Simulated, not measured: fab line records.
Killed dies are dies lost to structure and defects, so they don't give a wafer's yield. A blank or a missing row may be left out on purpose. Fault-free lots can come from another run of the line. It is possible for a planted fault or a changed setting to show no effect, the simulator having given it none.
Struck lot and sound lot, side by side    flow sky130    43 out of 708 route steps
Sound: wafers L533.1, L533.4, L533.6. Struck: wafers L547.4, L547.6. At the end, the cause is stated.
At each step with rows: each side's tool, then ch and its chambers, then its first start. Under that, the readings that differ: sound wafers    struck wafers    difference of the means    sigmas: that difference in standard deviations of wafers without a fault.
alike: same words and numbers on both sides, and readings whose means sit less than 2 such deviations apart. not compared: any withheld reading, any reading some wafer has no value for, any bound like >300 that may hide the same value, and any number with overlapping values for which the record gives no deviation.
A row with sigmas, a row that says differs or no value, or rows on one side alone: a step with any of these is where the two part. When numbers do not overlap yet have no deviation, they are printed without sigmas and do not part them. A reading missing from all wafers of one side parts the sides only when that side holds two or more wafers.

first, 2 steps without rows for these wafers: SKY_LDD_HVN_PEB_05; SKY_LDD_HVN_DEVELOP_06 (develop time 60 s).
SKY_LDD_HVN_OVL_MEAS_07:
  sound on overlay-02 at day 21 08:16; struck on overlay-02 at day 26 02:49
  alike: LDD_HVN_OVL
after that, 1 step had no rows for these wafers: SKY_LDD_HVN_IMPLANT_08.
SKY_LDD_HVN_STRIP_09: strips in O2/N2.
  sound on plasma asher-03 ch 0,1, day 21 08:26; struck on plasma asher-04 ch 0,1, day 26 03:01
reading                       sound              struck       difference  sigmas
strip time to endpoint s (s)  4.110 4.138 4.111  4.153 4.147  +0.030      +2
  alike: drypump motor current A, n2 flow sccm, oes product au
  not compared: rf hours counter h
SKY_LDD_HVN_TW_MEAS_10:
  sound on film metro-03 at day 21 08:32; struck on film metro-04 at day 26 03:07
  alike: LDD_HVN_TW
then, 6 steps without rows for these wafers: SKY_LDD_HVP_DEHYDRATE_00 (time 60 s); SKY_LDD_HVP_HMDS_01 (prime time 60 s); SKY_LDD_HVP_COAT_02 (resist thk 300 nm); SKY_LDD_HVP_SOFTBAKE_03 (time 60 s); SKY_LDD_HVP_EXPOSE_04 (exposes mask HVPTM, target cd 700 nm); SKY_LDD_HVP_PEB_05.
SKY_LDD_HVP_DEVELOP_06: develop time 60 s.
  sound on litho track-03 ch 0, day 22 15:11; struck on litho track-03 ch 0, day 27 08:15
  alike: resist line temp C
SKY_LDD_HVP_OVL_MEAS_07:
  sound on overlay-01 at day 22 15:20; struck on overlay-01 at day 27 08:20
  alike: LDD_HVP_OVL
after that, 1 step had no rows for these wafers: SKY_LDD_HVP_IMPLANT_08.
SKY_LDD_HVP_STRIP_09: strips in O2/N2.
  sound on plasma asher-02 ch 0, day 22 15:31; struck on plasma asher-02 ch 0,1, day 27 08:33
  alike: drypump motor current A, n2 flow sccm, oes product au, strip time to endpoint s
  not compared: rf hours counter h
SKY_LDD_HVP_TW_MEAS_10:
  sound on film metro-01 at day 22 15:37; struck on film metro-02 at day 27 08:38
  alike: LDD_HVP_TW
then, 7 steps without rows for these wafers: SKY_LDD_LDN_DEHYDRATE_00 (time 60 s); SKY_LDD_LDN_HMDS_01 (prime time 60 s); SKY_LDD_LDN_COAT_02 (resist thk 1140 nm); SKY_LDD_LDN_SOFTBAKE_03 (time 60 s); SKY_LDD_LDN_EXPOSE_04 (exposes mask LDNTM, target cd 700 nm); SKY_LDD_LDN_PEB_05; SKY_LDD_LDN_DEVELOP_06 (develop time 60 s).
SKY_LDD_LDN_OVL_MEAS_07:
  sound on overlay-02 at day 23 21:40; struck on overlay-02 at day 28 12:14
  alike: LDD_LDN_OVL
then, 4 steps without rows for these wafers: SKY_LDD_LDN_IMPLANT_08; SKY_LDD_LDN_IMPLANT_09; SKY_LDD_LDN_IMPLANT_10; SKY_LDD_LDN_IMPLANT_11.
SKY_LDD_LDN_STRIP_12: strips in O2/N2.
  sound on plasma asher-03 ch 0,1, day 23 22:17; struck on plasma asher-01 ch 0,1, day 28 12:54
  alike: drypump motor current A, n2 flow sccm, oes product au, strip time to endpoint s
  not compared: rf hours counter h
SKY_LDD_LDN_TW_MEAS_13:
  sound on film metro-01 at day 23 22:23; struck on film metro-03 at day 28 12:59
reading     sound           struck     difference  sigmas
LDD_LDN_TW  1499 1506 1507  1451 1442  -58         -3
then, 2 steps without rows for these wafers: SKY_LDD_LDN_CLEAN_14 (cleans in SC1/SC2, time 150 s); SKY_SPACER_CVD_00 (deposits Si3N4 from DCS/NH3, target thk 43.1 nm, time 740 s).
SKY_SPACER_THK_MEAS_01:
  sound on film metro-02 at day 24 22:57; struck on film metro-03 at day 28 14:53
reading                 sound           struck     difference  sigmas
SPACER_CVD_00_THK (nm)  42.7 42.6 42.7  43.7 43.3  +0.8        +2
SKY_SPACER_ETCHBACK_02: etches Si3N4 in CH3F/O2, stops on SiO2, time 46.7 s, target depth 45 nm.
  sound on rie diel-02 ch 0,2, day 24 23:01; struck on rie diel-04 ch 2,3, day 28 14:55
  alike: drypump motor current A, oes product au, throttle valve pct
  not compared: rf hours counter h
then, 7 steps without rows for these wafers: SKY_POLY_CUT_DEHYDRATE_00 (time 60 s); SKY_POLY_CUT_HMDS_01 (prime time 60 s); SKY_POLY_CUT_COAT_02 (resist thk 60 nm); SKY_POLY_CUT_COAT_03 (resist thk 450 nm); SKY_POLY_CUT_SOFTBAKE_04 (time 90 s); SKY_POLY_CUT_EXPOSE_05 (exposes mask NPCM, target cd 270 nm); SKY_POLY_CUT_PEB_06.
-- a jump in the record: the struck wafers' starts before and after are 21 days apart (it breaks off in module POLY_CUT and resumes in module PAD_OPEN, where the first step shown is number 708 of the route) --
SKY_PAD_OPEN_PROBE_99:
  sound on prober-02 at day 47 04:07; struck on prober-01 at day 49 13:41
reading              sound     struck  difference  sigmas
killed at front end  23 16 14  41 45   +25         +5
  alike: killed_at_M0_to_M3, killed_at_M4_up, killed at contacts, killed at other, killed dies, killed open, killed short

## WHERE THEY PART
Last at SKY_PAD_OPEN_PROBE_99 as far as this record goes, first at SKY_LDD_HVN_STRIP_09.

WHY: what had been put in by the simulator
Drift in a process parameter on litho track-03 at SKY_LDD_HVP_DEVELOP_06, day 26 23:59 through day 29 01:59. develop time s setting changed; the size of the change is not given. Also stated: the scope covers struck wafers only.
